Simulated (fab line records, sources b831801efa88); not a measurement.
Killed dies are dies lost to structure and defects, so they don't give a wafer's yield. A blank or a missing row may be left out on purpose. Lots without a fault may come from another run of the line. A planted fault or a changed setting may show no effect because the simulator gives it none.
fab line records | flow sky130
record lots=6 wafers=16 last_day=50
route steps=708 shown VIA2@527 METAL3@532 CAPM@537 PAD_OPEN@708
lots that met no fault: from a run of the same line without faults
start_h: hours from the record's first day to the start of the lot's first wafer shown | wait_h: hours since the lot's step before | " the same as in the row above | L1.1+2: a row that stands for several wafers | - no value, or no start given | * or withheld: withheld | < > ~ a bound
route shown NAME@n: a module of which the file shows steps, and the number in the route of the first | usual: mean/standard deviation of fault-free wafers | same: alike in all rows | chamber/n: place in a boat | sites: the reading at each site | _std_site: their standard deviation | _edge_site: outer sites' mean less inner sites' | radius_mm: how far each site lies from the wafer's centre | mask NAME#n: copy n | behind: the tool/chamber that last shaped the wafer | hold: why the lot was held/for how many hours/how that ended | device: the transistor (n, p or np) that didn't switch | end of line: the same wafers' tests at the end of the route | a step without rows: its recipe alone | killed: dies lost to structure and defects at the first sort, not the wafer's yield | map: a wafer's dies, x killed, . not, _ none there
set.NAME: the setting as run; set.NAME@STEP: as run at that earlier step | model.NAME: the simulator's own value behind a step, which no gauge read
lots at some steps of the route; a table a step, a row a wafer
services: from which hour (start_h, from the record's first day; less than 0 if before it) a tool's chamber was out of use, for how many hours, and why
## steps
# step SKY_VIA2_SPUTTER_20
# recipe material=TiN target_thk_nm=20 chamber_pressure_pa=5 power_w=4000 time_s=80
# usual throttle_valve_pct=30.0/1
# columns lot.wafer tool chamber start_h wait_h throttle_valve_pct
L369.3 pvd_sputter-04 - 883.60 0.0 30.1
L369.4 " - " " 31.1
L369.5 " - " " 30.9
L374.2 pvd_sputter-04 - 914.07 0.0 30.0
L374.4 " - " " 29.9
L374.5 " - " " 32.2
L376.2 pvd_sputter-03 - 929.54 0.0 29.2
L376.3 " - " " 29.6
L379.2 pvd_sputter-04 - 954.13 0.0 32.0
L379.3 " - " " 30.6
L387.1 pvd_sputter-02 - 1002.69 0.0 31.9
L387.2 " - " " 29.6
L387.6 " - " " 29.3
L388.1 pvd_sputter-04 - 1010.54 0.0 29.9
L388.4 " - " " 30.4
L388.5 " - " " 30.5
# step SKY_VIA2_CVD_21
# recipe material=W target_thk_nm=420 time_s=126.4 temp_c=400 pressure_torr=40
# step SKY_VIA2_RS_MEAS_22
# recipe thk_meas_gauge=four-point-probe reads=W_of_VIA2_CVD_21+TiN_of_VIA2_SPUTTER_20
# usual VIA2_W_RS=0.272/0.0037
# columns lot.wafer tool chamber start_h wait_h VIA2_W_RS[ohm/sq]
L369.3 film_metro-01 - 883.83 0.1 0.271
L369.4 " - " " 0.264
L369.5 " - " " 0.274
L374.2 film_metro-04 - 914.29 0.1 0.274
L374.4 " - " " 0.270
L374.5 " - " " 0.276
L376.2 film_metro-04 - 929.75 0.1 0.265
L376.3 " - " " 0.272
L379.2 film_metro-04 - 954.34 0.1 0.276
L379.3 " - " " 0.269
L387.1 film_metro-01 - 1002.88 0.1 0.278
L387.2 " - " " 0.271
L387.6 " - " " 0.274
L388.1 film_metro-01 - 1010.73 0.1 0.271
L388.4 " - " " 0.267
L388.5 " - " " 0.274
# step SKY_VIA2_THK_MEAS_23
# recipe thk_meas_gauge=xrf reads=W_of_VIA2_CVD_21
# usual VIA2_W_THK=414/7.3
# columns lot.wafer tool chamber start_h wait_h VIA2_W_THK[nm]
L369.3 film_metro-01 - 883.93 0.1 417
L369.4 " - " " 428
L369.5 " - " " 411
L374.2 film_metro-04 - 914.40 0.1 408
L374.4 " - " " 413
L374.5 " - " " 405
L376.2 film_metro-04 - 929.86 0.1 419
L376.3 " - " " 411
L379.2 film_metro-04 - 954.45 0.1 405
L379.3 " - " " 413
L387.1 film_metro-01 - 1003.00 0.1 410
L387.2 " - " " 424
L387.6 " - " " 418
L388.1 film_metro-01 - 1010.85 0.1 419
L388.4 " - " " 424
L388.5 " - " " 412
# step SKY_VIA2_CMP_24
# recipe stop_on=SiO2 t_overpolish_s=20 down_force_psi=3.5 platen_rpm=60 target_thk_nm=0 pad_velocity_m_s=0.94248
# step SKY_METAL3_SPUTTER_00
# recipe material=Ti target_thk_nm=15 power_w=3000 time_s=10 chamber_pressure_pa=0.4
# usual throttle_valve_pct=30.4/0.91
# columns lot.wafer tool chamber start_h wait_h throttle_valve_pct
L369.3 pvd_sputter-02 - 884.33 0.1 29.4
L369.4 " - " " 29.4
L369.5 " - " " 32.2
L374.2 pvd_sputter-04 - 914.95 0.1 31.9
L374.4 " - " " 30.1
L374.5 " - " " 32.2
L376.2 pvd_sputter-02 - 930.21 0.2 31.9
L376.3 " - " " 29.4
L379.2 pvd_sputter-01 - 954.80 0.2 31.6
L379.3 " - " " 30.3
L387.1 pvd_sputter-01 - 1003.36 0.1 30.1
L387.2 " - " " 29.5
L387.6 " - " " 29.8
L388.1 pvd_sputter-02 - 1011.21 0.1 32.0
L388.4 " - " " 29.5
L388.5 " - " " 29.5
# step SKY_METAL3_SPUTTER_01
# recipe material=TiN target_thk_nm=20 power_w=6500 time_s=16.7 chamber_pressure_pa=0.4
# usual throttle_valve_pct=30.4/0.91
# columns lot.wafer tool chamber start_h wait_h throttle_valve_pct
L369.3 pvd_sputter-02 - 884.36 0.0 29.5
L369.4 " - " " 29.5
L369.5 " - " " 32.0
L374.2 pvd_sputter-04 - 914.98 0.0 32.2
L374.4 " - " " 30.0
L374.5 " - " " 31.9
L376.2 pvd_sputter-02 - 930.23 0.0 32.0
L376.3 " - " " 29.5
L379.2 pvd_sputter-01 - 954.82 0.0 31.6
L379.3 " - " " 30.1
L387.1 pvd_sputter-01 - 1003.38 0.0 30.2
L387.2 " - " " 30.0
L387.6 " - " " 30.1
L388.1 pvd_sputter-02 - 1011.23 0.0 32.2
L388.4 " - " " 29.5
L388.5 " - " " 29.2
# step SKY_METAL3_SPUTTER_02
# recipe material=AlCu target_thk_nm=735 power_w=10600 time_s=39.1 chamber_pressure_pa=0.4
# step SKY_METAL3_SPUTTER_03
# recipe material=Ti target_thk_nm=5 power_w=3000 time_s=3.3 chamber_pressure_pa=0.4
# step SKY_METAL3_SPUTTER_04
# recipe material=TiN target_thk_nm=70 power_w=6500 time_s=58.3 chamber_pressure_pa=0.4
# step SKY_CAPM_CVD_00
# recipe material=SiO2 target_thk_nm=15.5 temp_c=400 time_s=withheld rf_w=450
# step SKY_CAPM_THK_MEAS_01
# recipe reads=SiO2_of_CAPM_CVD_00
# usual CAPM_CVD_00_THK=15.52/0.28
# columns lot.wafer tool chamber start_h wait_h CAPM_CVD_00_THK[nm]
L369.3 film_metro-03 - 884.53 - 15.74
L369.4 " - " " 15.82
L369.5 " - " " 15.97
L374.2 film_metro-03 - 920.37 - 15.12
L374.4 " - " " 15.54
L374.5 " - " " 15.43
L376.2 film_metro-04 - 930.40 - 15.50
L376.3 " - " " 15.51
L379.2 film_metro-04 - 954.98 - 15.37
L379.3 " - " " 15.67
L387.1 film_metro-01 - 1003.54 - 15.24
L387.2 " - " " 15.10
L387.6 " - " " 15.65
L388.1 film_metro-01 - 1011.39 - 15.25
L388.4 " - " " 15.42
L388.5 " - " " 15.40
# step SKY_CAPM_SPUTTER_02
# recipe material=TiN target_thk_nm=200 temp_c=300 power_w=6500 time_s=166.7 chamber_pressure_pa=0.4
# usual throttle_valve_pct=30.1/1.1
# columns lot.wafer tool chamber start_h wait_h throttle_valve_pct model.TiN_of_CAPM_SPUTTER_02.thk_nm
L369.3 pvd_sputter-04 - 884.57 0.0 29.9 204.8
L369.4 " - " " 30.5 199.1
L369.5 " - " " 30.1 201.6
L374.2 pvd_sputter-03 - 920.42 0.0 29.3 197.1
L374.4 " - " " 29.8 200.1
L374.5 " - " " 28.5 199.4
L376.2 pvd_sputter-03 - 930.45 0.0 29.6 383.6
L376.3 " - " " 29.0 386.1
L379.2 pvd_sputter-03 - 955.03 0.0 29.8 381
L379.3 " - " " 28.2 380.6
L387.1 pvd_sputter-04 - 1003.60 0.1 32.0 200
L387.2 " - " " 31.3 201.1
L387.6 " - " " 30.3 201.2
L388.1 pvd_sputter-03 - 1011.45 0.1 29.7 202.1
L388.4 " - " " 28.7 204.6
L388.5 " - " " 28.4 201.4
# step SKY_CAPM_RS_MEAS_03
# recipe thk_meas_gauge=four-point-probe reads=TiN_of_CAPM_SPUTTER_02
# usual CAPM_TIN_RS=6.89/0.079
# columns lot.wafer tool chamber start_h wait_h CAPM_TIN_RS[ohm/sq]
L369.3 film_metro-03 - 884.72 0.1 6.75
L369.4 " - " " 6.95
L369.5 " - " " 6.86
L374.2 film_metro-04 - 920.55 0.1 7.01
L374.4 " - " " 6.90
L374.5 " - " " 6.91
L376.2 film_metro-03 - 930.57 0.1 3.55
L376.3 " - " " 3.54
L379.2 film_metro-03 - 955.16 0.1 3.59
L379.3 " - " " 3.60
L387.1 film_metro-03 - 1003.71 0.1 6.90
L387.2 " - " " 6.86
L387.6 " - " " 6.85
L388.1 film_metro-01 - 1011.56 0.1 6.84
L388.4 " - " " 6.75
L388.5 " - " " 6.85
# step SKY_CAPM_THK_MEAS_04
# recipe thk_meas_gauge=xrf reads=TiN_of_CAPM_SPUTTER_02
# usual CAPM_TIN_THK=203.3/2.3
# columns lot.wafer tool chamber start_h wait_h CAPM_TIN_THK[nm]
L369.3 film_metro-03 - 884.82 0.1 206.0
L369.4 " - " " 201.3
L369.5 " - " " 203.9
L374.2 film_metro-04 - 920.66 0.1 199.6
L374.4 " - " " 202.9
L374.5 " - " " 202.3
L376.2 film_metro-03 - 930.68 0.1 389.8
L376.3 " - " " 391.3
L379.2 film_metro-03 - 955.27 0.1 388.8
L379.3 " - " " 386.9
L387.1 film_metro-03 - 1003.83 0.1 202.7
L387.2 " - " " 203.4
L387.6 " - " " 203.4
L388.1 film_metro-01 - 1011.68 0.1 205.7
L388.4 " - " " 207.5
L388.5 " - " " 204.4
# step SKY_CAPM_DEHYDRATE_05
# recipe temp_c=200 time_s=60
# step SKY_CAPM_HMDS_06
# recipe prime_time_s=60 prime_temp_c=120
# step SKY_CAPM_COAT_07
# recipe resist=NOVOLAK spin_rpm=3000 resist_thk_nm=1140
# step SKY_CAPM_SOFTBAKE_08
# recipe temp_c=90 time_s=60 resist=NOVOLAK
# step SKY_CAPM_EXPOSE_09
# recipe mask_id=CAPM na=0.6 source_shape=conventional sigma_outer=0.6 polarization=unpolarized target_cd_nm=1000 dose_mj=159
# step SKY_CAPM_PEB_10
# recipe temp_c=withheld time_s=* resist=NOVOLAK
# step SKY_CAPM_DEVELOP_11
# recipe resist=NOVOLAK developer=TMAH develop_time_s=60 dev_temp_c=23
# step SKY_CAPM_OVL_MEAS_12
# usual CAPM_OVL=-0.3/1.6
# columns lot.wafer tool chamber start_h wait_h CAPM_OVL[nm]
L369.3 overlay-02 - 909.98 0.1 -1.5
L369.4 " - " " 1.1
L369.5 " - " " 0.7
L374.2 overlay-01 - 945.07 0.1 0.2
L374.4 " - " " -0.4
L374.5 " - " " -0.9
L376.2 overlay-01 - 954.72 0.1 -0.1
L376.3 " - " " -0.3
L379.2 overlay-01 - 977.89 0.1 -0.3
L379.3 " - " " -2.6
L387.1 overlay-02 - 1026.79 0.1 -0.7
L387.2 " - " " 0.0
L387.6 " - " " 0.1
L388.1 overlay-02 - 1034.57 0.1 0.5
L388.4 " - " " 2.6
L388.5 " - " " 1.2
# step SKY_CAPM_METAL_ETCH_13
# recipe target_depth_nm=220 stop_on=SiO2 chemistry=Cl2/BCl3 target=TiN pressure_mtorr=10 icp_w=900 bias_w=48.5 Cl2_flow_sccm=60 bcl3_flow_sccm=30 time_s=62.9
# usual drypump_motor_current_A=5.72/0.26 oes_product_au=0.943/0.0075 throttle_valve_pct=21.900/0.0099
# columns lot.wafer tool chamber start_h wait_h drypump_motor_current_A oes_product_au rf_hours_counter_h throttle_valve_pct
L369.3 rie_metal-01 0 910.06 0.1 5.51 0.948 - 21.895
L369.4 " 0 " " 5.51 0.939 - 21.904
L369.5 " 0 " " 5.51 0.935 - 21.893
L374.2 rie_metal-01 0 945.10 0.0 5.49 0.938 12 21.912
L374.4 " 0 " " 5.50 0.939 - 21.907
L374.5 " 0 " " 5.49 0.942 - 21.904
L376.2 rie_metal-01 0 954.75 0.0 5.50 1.004 13 21.861
L376.3 " 0 " " 5.51 1.002 - 21.868
L379.2 rie_metal-01 1 977.92 0.0 5.78 0.985 3 21.869
L379.3 " 1 " " 5.79 0.987 - 21.871
L387.1 rie_metal-04 1 1026.82 0.0 5.42 0.936 12 21.902
L387.2 " 0 " " 5.73 0.946 14 21.901
L387.6 " 1 " " 5.40 0.947 - 21.908
L388.1 rie_metal-03 0 1034.61 0.0 5.79 0.940 0 21.924
L388.4 " 1 " " 6.27 0.948 - 21.894
L388.5 " 0 " " 5.73 0.947 - 21.897
# step SKY_CAPM_STRIP_14
# recipe chemistry=O2/N2 power_w=1400 pressure_mtorr=1500 platen_temp_c=withheld o2_flow_sccm=3000 n2_flow_sccm=300 overash_fraction=0.5
# step SKY_CAPM_STRIP_15
# recipe chemistry=post_etch_residue_remover time_s=1200 temp_c=72.5
# step SKY_CAPM_CLEAN_16
# recipe chemistry=IPA time_s=180 temp_c=25
# step SKY_CAPM_CLEAN_17
# recipe chemistry=O3/DIW dry=n2_spin
# step SKY_METAL3_DEHYDRATE_05
# recipe temp_c=200 time_s=60
# step SKY_METAL3_HMDS_06
# recipe prime_time_s=60 prime_temp_c=120
# step SKY_METAL3_COAT_07
# recipe resist=BARC temp_c=withheld time_s=withheld spin_rpm=3000 resist_thk_nm=60
# step SKY_METAL3_COAT_08
# recipe resist=KrF-thick spin_rpm=3000 resist_thk_nm=1140
# step SKY_METAL3_SOFTBAKE_09
# recipe temp_c=100 time_s=90 resist=KrF-thick
# step SKY_METAL3_EXPOSE_10
# recipe mask_id=MM3 na=0.68 source_shape=annular sigma_inner=0.4 sigma_outer=0.8 target_cd_nm=300 dose_mj=28
# step SKY_METAL3_PEB_11
# recipe peb_temp_c=withheld peb_time_s=withheld resist=KrF-thick
# step SKY_METAL3_DEVELOP_12
# recipe develop_time_s=60 resist=KrF-thick dev_temp_c=21
# step SKY_METAL3_CD_MEAS_13
# recipe target_cd_nm=300
# usual cd_nm=300.4/1.5
# columns lot.wafer tool chamber start_h wait_h cd_nm
L369.3 cd_sem-02 - 935.66 - 301.1
L369.4 " - " " 301.3
L369.5 " - " " 302.0
L374.2 cd_sem-01 - 970.23 - 301.0
L374.4 " - " " 301.9
L374.5 " - " " 302.4
L376.2 cd_sem-02 - 979.04 - 299.6
L376.3 " - " " 298.6
L379.2 cd_sem-02 - 1002.14 - 300.1
L379.3 " - " " 300.1
L387.1 cd_sem-02 - 1049.51 - 299.5
L387.2 " - " " 300.5
L387.6 " - " " 300.9
L388.1 cd_sem-01 - 1056.71 - 300.0
L388.4 " - " " 299.7
L388.5 " - " " 298.5
# step SKY_METAL3_OVL_MEAS_14
# usual METAL3_OVL=0/5.9
# columns lot.wafer tool chamber start_h wait_h METAL3_OVL[nm]
L369.3 overlay-01 - 935.75 0.1 -1
L369.4 " - " " -1
L369.5 " - " " -1
L374.2 overlay-01 - 970.34 0.1 1
L374.4 " - " " 6
L374.5 " - " " 1
L376.2 overlay-01 - 979.15 0.1 3
L376.3 " - " " 10
L379.2 overlay-01 - 1002.24 0.1 1
L379.3 " - " " 6
L387.1 overlay-01 - 1049.63 0.1 -1
L387.2 " - " " -1
L387.6 " - " " 2
L388.1 overlay-01 - 1056.83 0.1 -5
L388.4 " - " " 0
L388.5 " - " " -4
# step SKY_METAL3_DESCUM_15
# recipe chemistry=O2 source_power_w=150 bias_power_w=0 pressure_mtorr=10 temp_c=40 time_s=8
# step SKY_METAL3_ETCH_16
# recipe chemistry=N2/H2 target=BARC ion_energy_ev=200 bias_w=100 pressure_mtorr=30 n2_flow_sccm=100 h2_flow_sccm=200 icp_w=500 stop_on=SiO2 time_s=88.2 target_depth_a=600
# usual drypump_motor_current_A=5.56/0.19 h2_flow_sccm=200.0/0.58 oes_product_au=0.626/0.0047 throttle_valve_pct=13.206/0.0085
# columns lot.wafer tool chamber start_h wait_h drypump_motor_current_A h2_flow_sccm oes_product_au rf_hours_counter_h throttle_valve_pct
L369.3 rie_metal-04 1 935.84 0.0 5.43 199.9 0.621 - 13.216
L369.4 " 0 " " 5.73 200.5 0.624 - 13.198
L369.5 " 0 " " 5.76 200.2 0.623 - 13.202
L374.2 rie_metal-01 1 970.40 0.0 5.79 200.3 0.620 2 13.197
L374.4 " 0 " " 5.50 201.2 0.630 - 13.203
L374.5 " 1 " " 5.79 200.4 0.624 - 13.211
L376.2 rie_metal-04 0 979.21 0.0 5.74 199.6 0.620 11 13.219
L376.3 " 0 " " 5.75 200.8 0.629 - 13.197
L379.2 rie_metal-01 1 1002.31 0.0 5.78 200.3 0.630 5 13.210
L379.3 " 1 " " 5.81 200.5 0.623 - 13.193
L387.1 rie_metal-04 0 1049.70 0.0 5.75 199.7 0.623 15 13.209
L387.2 " 1 " " 5.40 199.9 0.620 13 13.215
L387.6 " 0 " " 5.72 199.0 0.623 - 13.202
L388.1 rie_metal-02 0 1056.90 0.0 5.17 200.6 0.624 10 13.220
L388.4 " 0 " " 5.17 200.5 0.621 - 13.199
L388.5 " 1 " " 5.63 199.4 0.624 - 13.217
# step SKY_METAL3_ETCH_17
# recipe target=SiO2 stop_on=TiN chemistry=C4F8/O2/Ar source_w=1500 bias_w=1200 pressure_mtorr=40 c4f8_flow_sccm=withheld O2_flow_sccm=6 Ar_flow_sccm=300 time_s=3.9 target_depth_a=150
# usual oes_product_au=0.755/0.0083
# columns lot.wafer tool chamber start_h wait_h oes_product_au rf_hours_counter_h
L369.3 rie_diel-02 0 935.91 0.0 0.758 15
L369.4 " 1 " " 0.763 -
L369.5 " 2 " " 0.764 -
L374.2 rie_diel-04 1 970.50 0.1 0.741 21
L374.4 " 0 " " 0.755 6
L374.5 " 1 " " 0.749 -
L376.2 rie_diel-02 0 979.31 0.1 0.756 16
L376.3 " 3 " " 0.755 0
L379.2 rie_diel-01 1 1002.40 0.1 0.750 13
L379.3 " 0 " " 0.768 10
L387.1 rie_diel-04 2 1049.80 0.1 0.749 8
L387.2 " 1 " " 0.749 24
L387.6 " 2 " " 0.759 -
L388.1 rie_diel-01 0 1057.00 0.1 0.744 12
L388.4 " 1 " " 0.754 14
L388.5 " 0 " " 0.751 -
# step SKY_METAL3_METAL_ETCH_18
# recipe target_depth_a=8450 stop_on=SiO2 over_etch_frac=0.3 time_s=183.1 chemistry=Cl2/BCl3 resist_sidewall_deg=88 pressure_mtorr=10 icp_w=900 bias_w=48.5 Cl2_flow_sccm=60 bcl3_flow_sccm=30
# step SKY_METAL3_STRIP_20
# recipe chemistry=post_etch_residue_remover time_s=1200 temp_c=72.5
# columns lot.wafer tool chamber start_h wait_h model.TiN_of_CAPM_SPUTTER_02.thk_nm
L369.3 wet_bench-03 0 936.20 0.0 204
L369.4 " 0 " " 198.2
L369.5 " 0 " " 200.7
L374.2 wet_bench-01 3 970.80 0.1 196.3
L374.4 " 3 " " 199.3
L374.5 " 3 " " 198.5
L376.2 wet_bench-02 0 979.61 0.1 382.8
L376.3 " 0 " " 385.3
L379.2 wet_bench-03 2 1002.70 0.1 380.2
L379.3 " 2 " " 379.8
L387.1 wet_bench-01 0 1050.10 0.1 199.2
L387.2 " 0 " " 200.3
L387.6 " 0 " " 200.4
L388.1 wet_bench-02 0 1057.30 0.1 201.3
L388.4 " 0 " " 203.8
L388.5 " 0 " " 200.6
# step SKY_PAD_OPEN_PROBE_99
# columns lot.wafer tool chamber start_h wait_h model.etest.met3.line_ohm_um model.etest.via3_chain.rc_ohm model.etest.met3.rs_ohm_sq model.etest.cap_mim.plate_ohm_sq model.etest.res_pwell_under_gate.open model.etest.cap_ono.under_floor model.etest.field_p.open model.etest.field_n.open
L369.3 prober-02 - 1105.39 0.2 0.144 8.872 0.04271 5.876 0 0 0 0
L369.4 prober-02 - 1105.44 0.2 0.1407 9.17 0.04218 6.031 0 0 0 0
L369.5 prober-02 - 1105.49 0.2 0.1446 9.393 0.04274 5.897 0 0 0 0
L374.2 prober-01 - 1132.07 0.1 0.1379 10.01 0.04251 6.137 0 0 0 0
L374.4 prober-01 - 1132.17 0.2 0.1377 9.947 0.04226 5.961 0 0 0 0
L374.5 prober-01 - 1132.22 0.2 0.1357 9.14 0.04228 6.028 0 0 0 0
L376.2 prober-01 - 1137.37 0.1 24.62 26.62 7.374 3.126 1 1 1 1
L376.3 prober-01 - 1137.42 0.2 24.3 26.76 7.178 3.093 1 1 1 1
L379.2 prober-02 - 1159.00 0.1 24.86 27.77 7.32 3.153 1 1 1 1
L379.3 prober-02 - 1159.05 0.2 24.37 27.18 7.187 3.142 1 1 1 1
L387.1 prober-02 - 1193.18 0.1 0.1399 9.616 0.0426 6.044 0 0 0 0
L387.2 prober-02 - 1193.23 0.1 0.1433 9.594 0.04243 5.969 0 0 0 0
L387.6 prober-02 - 1193.43 0.2 0.1406 9.186 0.04268 5.924 0 0 0 0
L388.1 prober-01 - 1197.69 0.1 0.1462 9.524 0.0431 5.979 0 0 0 0
L388.4 prober-01 - 1197.84 0.2 0.1387 9.773 0.04212 5.874 0 0 0 0
L388.5 prober-01 - 1197.89 0.2 0.1449 9.332 0.04225 5.966 0 0 0 0
# killed by level:class
L369.3 VIA1:geometric_particle:open=15 VIA2:geometric_particle:open=10 SPACER:geometric_particle:open=8 CONTACT:geometric_particle:open=8 VIA3:geometric_particle:open=8 LOCAL_INTERCONNECT:geometric_particle:short=5 METAL1:geometric_particle:short=5 POLY_CUT:geometric_particle:short=4
L369.4 VIA1:geometric_particle:open=9 VIA3:geometric_particle:open=8 CONTACT:geometric_particle:open=7 LI_CONTACT:geometric_particle:open=7 LOCAL_INTERCONNECT:geometric_particle:short=6 POLY_GATE:geometric_particle:short=5 VIA2:geometric_particle:open=5 FIELD_ISO:geometric_particle:open=4
L369.5 CONTACT:geometric_particle:open=8 CONTACT:geometric_particle:short=7 VIA1:geometric_particle:open=7 FIELD_ISO:geometric_particle:open=6 VIA3:geometric_particle:short=6 LOCAL_INTERCONNECT:geometric_particle:short=5 METAL1:geometric_particle:short=5 POLY_GATE:geometric_particle:open=4
L374.2 VIA1:geometric_particle:open=12 VIA3:geometric_particle:open=9 LI_CONTACT:geometric_particle:open=8 CONTACT:geometric_particle:short=5 VIA2:geometric_particle:open=5 FIELD_ISO:geometric_particle:short=4 CONTACT:geometric_particle:open=4 LI_CONTACT:geometric_particle:short=3
L374.4 VIA1:geometric_particle:open=8 VIA2:geometric_particle:open=8 LI_CONTACT:geometric_particle:open=6 VIA3:geometric_particle:open=5 POLY_GATE:geometric_particle:open=5 METAL4:geometric_particle:short=5 LOCAL_INTERCONNECT:geometric_particle:short=4 CONTACT:geometric_particle:open=4
L374.5 VIA3:geometric_particle:open=8 CONTACT:geometric_particle:short=7 CONTACT:geometric_particle:open=7 VIA1:geometric_particle:open=6 VIA1:geometric_particle:short=5 METAL1:geometric_particle:short=5 FIELD_ISO:geometric_particle:open=4 LI_CONTACT:geometric_particle:open=4
L387.1 CONTACT:geometric_particle:open=8 VIA2:geometric_particle:open=7 FIELD_ISO:geometric_particle:open=6 LI_CONTACT:geometric_particle:open=6 LOCAL_INTERCONNECT:geometric_particle:short=5 VIA1:geometric_particle:open=5 METAL3:geometric_particle:short=5 POLY_GATE:geometric_particle:short=4
L387.2 LI_CONTACT:geometric_particle:open=7 VIA1:geometric_particle:open=7 CONTACT:geometric_particle:short=6 VIA3:geometric_particle:open=6 FIELD_ISO:geometric_particle:short=5 VIA2:geometric_particle:open=5 CONTACT:geometric_particle:open=4 METAL3:geometric_particle:short=4
L387.6 VIA1:geometric_particle:open=9 VIA3:geometric_particle:open=7 LI_CONTACT:geometric_particle:open=6 METAL2:geometric_particle:short=6 CONTACT:geometric_particle:open=5 FIELD_ISO:geometric_particle:open=4 CONTACT:geometric_particle:short=4 POLY_GATE:geometric_particle:open=3
L388.1 METAL1:geometric_particle:short=11 LI_CONTACT:geometric_particle:open=7 CONTACT:geometric_particle:open=7 CONTACT:geometric_particle:short=6 FIELD_ISO:geometric_particle:open=5 VIA1:geometric_particle:open=5 METAL2:geometric_particle:short=5 VIA2:geometric_particle:short=5
L388.4 VIA1:geometric_particle:open=15 CONTACT:geometric_particle:short=8 VIA1:geometric_particle:short=7 CONTACT:geometric_particle:open=6 VIA2:geometric_particle:open=6 METAL1:geometric_particle:short=5 METAL2:geometric_particle:short=5 VIA3:geometric_particle:open=5
L388.5 CONTACT:geometric_particle:open=15 VIA1:geometric_particle:open=9 VIA2:geometric_particle:open=8 VIA3:geometric_particle:open=8 CONTACT:geometric_particle:short=5 LI_CONTACT:geometric_particle:short=4 LI_CONTACT:geometric_particle:open=4 METAL2:geometric_particle:short=4
## services
# columns tool chamber start_h hours kind
pvd_sputter-01 - 877.67 0.8 repair
rie_diel-01 3 886.44 6.0 repair
rie_metal-04 0 901.40 2.6 repair
rie_diel-04 - 902.22 1.0 repair
rie_diel-01 3 913.66 3.6 repair
rie_metal-04 1 919.18 1.1 repair
pvd_sputter-01 - 919.69 3.4 repair
wet_bench-02 - 927.53 1.9 pm
rie_diel-01 - 936.23 0.5 repair
rie_diel-04 3 940.13 7.7 repair
rie_diel-02 1 943.55 3.6 repair
pvd_sputter-01 - 956.24 1.9 repair
pvd_sputter-03 - 964.99 3.3 repair
pvd_sputter-04 - 970.30 1.8 repair
rie_diel-01 - 972.56 0.2 repair
rie_metal-01 0 978.41 13.1 repair
rie_diel-04 2 978.62 5.9 repair
rie_diel-01 1 980.10 6.6 repair
pvd_sputter-01 - 980.33 1.0 repair
rie_diel-02 1 980.99 6.6 repair
rie_diel-02 2 982.55 4.3 repair
pvd_sputter-02 - 994.26 3.7 repair
pvd_sputter-04 - 1020.62 3.2 repair
pvd_sputter-03 - 1024.61 1.7 repair
## key
first_sign step=SKY_CAPM_RS_MEAS_03 reading=CAPM_TIN_RS direction=down sigmas=42 usual=6.89 struck=3.57
effect step=SKY_CAPM_THK_MEAS_04 reading=CAPM_TIN_THK direction=up sigmas=79 usual=203.3 struck=389.2
effect step=SKY_CAPM_METAL_ETCH_13 reading=oes_product_au direction=up sigmas=6.8 usual=0.943 struck=0.995
model_effect step=SKY_CAPM_SPUTTER_02 value=TiN_of_CAPM_SPUTTER_02.thk_nm without=201.3 struck=382.8
model_effect step=SKY_METAL3_STRIP_20 value=TiN_of_CAPM_SPUTTER_02.thk_nm without=200.5 struck=382
model_effect step=SKY_PAD_OPEN_PROBE_99 value=etest.met3.line_ohm_um without=0.1444 struck=24.54
met_at SKY_CAPM_SPUTTER_02
struck_wafers L376.2,L376.3,L379.2,L379.3
sort_left_out L376.2,L376.3,L379.2,L379.3
onset_between 920.42 930.45
fault kind=process_parameter_drift tool=pvd_sputter-03 chamber=- onset_h=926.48 steps=SKY_CAPM_SPUTTER_02 channel=target_thk_nm offset=181.52 shape=step end_h=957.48 scope=struck_wafers_only acts_in=these_recipes_only stated=200
# sort_left_out: the simulated sort isn't trusted on such a fault, so these wafers' sort isn't shown, and their yield isn't known
